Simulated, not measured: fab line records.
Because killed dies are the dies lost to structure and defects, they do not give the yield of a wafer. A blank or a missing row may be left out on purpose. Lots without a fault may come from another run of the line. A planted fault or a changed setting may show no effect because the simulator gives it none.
Which tool is to blame? + flow gf180mcu + 15 lots, 45 wafers sampled, at 3 steps of a route of 602

## WHAT EACH GAUGE READ, for each wafer
GF_V3_THK_MEAS_25: measures by xrf. Usual: V3_W_THK 371 nm, standard deviation 6.7.
| lot  | measured     | on            | V3_W_THK (nm) | flag |
|------|--------------|---------------|---------------|------|
| L465 | day 22 18:05 | film_metro-02 | 370 360 359   |      |
| L470 | day 24 15:16 | film_metro-02 | 373 370 368   |      |
| L471 | day 25 02:49 | film_metro-04 | 379 363 360   |      |
| L472 | day 25 10:11 | film_metro-02 | 368 370 361   |      |
| L473 | day 25 21:00 | film_metro-04 | 372 366 374   |      |
| L477 | day 27 04:06 | film_metro-02 | 375 374 375   |      |
| L478 | day 27 08:34 | film_metro-03 | 385 374 376   |      |
| L479 | day 27 16:49 | film_metro-03 | 376 384 370   |      |
| L480 | day 27 22:48 | film_metro-03 | 384 380 381   |      |
| L481 | day 28 05:16 | film_metro-02 | 375 376 370   |      |
| L483 | day 28 18:09 | film_metro-03 | 368 371 366   |      |
| L484 | day 29 02:56 | film_metro-04 | 382 372 375   |      |
| L485 | day 29 06:55 | film_metro-02 | 374 369 373   |      |
| L486 | day 29 13:11 | film_metro-03 | 380 382 381   |      |
| L487 | day 30 00:15 | film_metro-02 | 358 362 363   |      |

GF_M4_CD_MEAS_14 targets a cd of 280 nm. Usual: cd_nm 280.1 nm, standard deviation 1.
| lot  | measured     | on        | cd_nm (nm)        | flag |
|------|--------------|-----------|-------------------|------|
| L465 | day 23 17:41 | cd_sem-01 | 279.7 279.1 279.1 |      |
| L470 | day 25 12:38 | cd_sem-01 | 281.2 281.1 280.3 |      |
| L471 | day 26 00:11 | cd_sem-02 | 281.2 281.4 280.6 |      |
| L472 | day 26 07:28 | cd_sem-01 | 280.2 279.5 279.1 |      |
| L473 | day 26 18:43 | cd_sem-01 | 280.8 280.2 280.8 |      |
| L477 | day 28 00:14 | cd_sem-01 | 279.6 280.0 280.6 |      |
| L478 | day 28 04:38 | cd_sem-01 | 279.4 280.3 279.6 |      |
| L479 | day 28 12:34 | cd_sem-01 | 281.1 280.0 278.8 |      |
| L480 | day 28 18:46 | cd_sem-01 | 281.4 281.6 281.3 |      |
| L481 | day 29 01:07 | cd_sem-01 | 280.1 281.2 280.8 |      |
| L483 | day 29 13:29 | cd_sem-01 | 281.5 280.3 280.6 |      |
| L484 | day 29 22:18 | cd_sem-01 | 279.8 279.4 279.8 |      |
| L485 | day 30 01:49 | cd_sem-02 | 281.2 281.4 282.8 |      |
| L486 | day 30 08:14 | cd_sem-02 | 279.7 280.2 278.2 |      |
| L487 | day 30 18:13 | cd_sem-01 | 280.0 280.8 281.2 |      |

## TOOL THAT RAN EACH LOT (tool first, then ch and the chambers of the sampled wafers, then the start)
| lot  | GF_V3_ETCH_16                      |
|------|------------------------------------|
| L465 | rie_diel-03 ch 0,2, day 22 17:05   |
| L470 | rie_diel-03 ch 0,2, day 24 14:16   |
| L471 | rie_diel-02 ch 1,2, day 25 01:43   |
| L472 | rie_diel-03 ch 0,2, day 25 09:04   |
| L473 | rie_diel-03 ch 0,2,3, day 25 19:52 |
| L477 | rie_diel-03 ch 0,1,2, day 27 02:40 |
| L478 | rie_diel-03 ch 1,2,3, day 27 07:35 |
| L479 | rie_diel-01 ch 0,1,2, day 27 15:46 |
| L480 | rie_diel-01 ch 0,1,2, day 27 21:46 |
| L481 | rie_diel-03 ch 0,1,2, day 28 04:14 |
| L483 | rie_diel-02 ch 0,2,3, day 28 17:10 |
| L484 | rie_diel-01 ch 0,1,3, day 29 01:55 |
| L485 | rie_diel-03 ch 1,3, day 29 05:55   |
| L486 | rie_diel-02 ch 0,2,3, day 29 12:04 |
| L487 | rie_diel-03 ch 0,1, day 29 23:16   |
- GF_V3_ETCH_16: etches BARC in N2/H2.

## WHAT THE TOOLS THEMSELVES READ (means of the sampled wafers that have a number; where no wafer has one, the mark that the record gives instead)
GF_V3_ETCH_16. Usual: drypump_motor_current_A 5.6 A, standard deviation 0.38; n2_flow_sccm 100.01 sccm, standard deviation 0.28; oes_product_au 0.854 a.u., standard deviation 0.0048; throttle_valve_pct 13.225 %, standard deviation 0.0092.
| lot  | tool        | drypump_motor_current_A (A) | n2_flow_sccm (sccm) | oes_product_au (a.u.) | throttle_valve_pct (%) | flag |
|------|-------------|-----------------------------|---------------------|-----------------------|------------------------|------|
| L465 | rie_diel-03 | 5.5                         | 99.87               | 0.853                 | 13.229                 |      |
| L470 | rie_diel-03 | 5.4                         | 100.11              | 0.853                 | 13.227                 |      |
| L471 | rie_diel-02 | 5.6                         | 99.90               | 0.854                 | 13.231                 |      |
| L472 | rie_diel-03 | 5.5                         | 99.95               | 0.856                 | 13.229                 |      |
| L473 | rie_diel-03 | 5.5                         | 99.95               | 0.855                 | 13.223                 |      |
| L477 | rie_diel-03 | 5.4                         | 100.03              | 0.858                 | 13.229                 |      |
| L478 | rie_diel-03 | 5.5                         | 100.01              | 0.852                 | 13.222                 |      |
| L479 | rie_diel-01 | 5.9                         | 100.19              | 0.855                 | 13.220                 |      |
| L480 | rie_diel-01 | 5.9                         | 100.08              | 0.854                 | 13.231                 |      |
| L481 | rie_diel-03 | 5.5                         | 99.79               | 0.852                 | 13.222                 |      |
| L483 | rie_diel-02 | 5.5                         | 99.92               | 0.844                 | 13.225                 |      |
| L484 | rie_diel-01 | 5.7                         | 99.97               | 0.856                 | 13.227                 |      |
| L485 | rie_diel-03 | 5.4                         | 100.09              | 0.856                 | 13.231                 |      |
| L486 | rie_diel-02 | 5.5                         | 99.97               | 0.857                 | 13.232                 |      |
| L487 | rie_diel-03 | 5.5                         | 99.73               | 0.857                 | 13.227                 |      |

## THE ANSWER, worked out from the rows above alone
Rule: a lot is off if the mean of its wafers that have a number lies more than 3 standard deviations from the usual mean. A lot without any number at a reading at which 4 lots or more have one is off too. The other lots that the step has rows for count as sound. First the gauges in route order, then the tools' own readings, where a lot's mean is used as printed above. The first step at which some lot is off is used, and at that step the reading that is off furthest; a lot without a number counts as furthest.
No lot is off on any of the readings shown, so nothing can be concluded from this.

## WHAT HAD BEEN PUT IN BY THE SIMULATOR
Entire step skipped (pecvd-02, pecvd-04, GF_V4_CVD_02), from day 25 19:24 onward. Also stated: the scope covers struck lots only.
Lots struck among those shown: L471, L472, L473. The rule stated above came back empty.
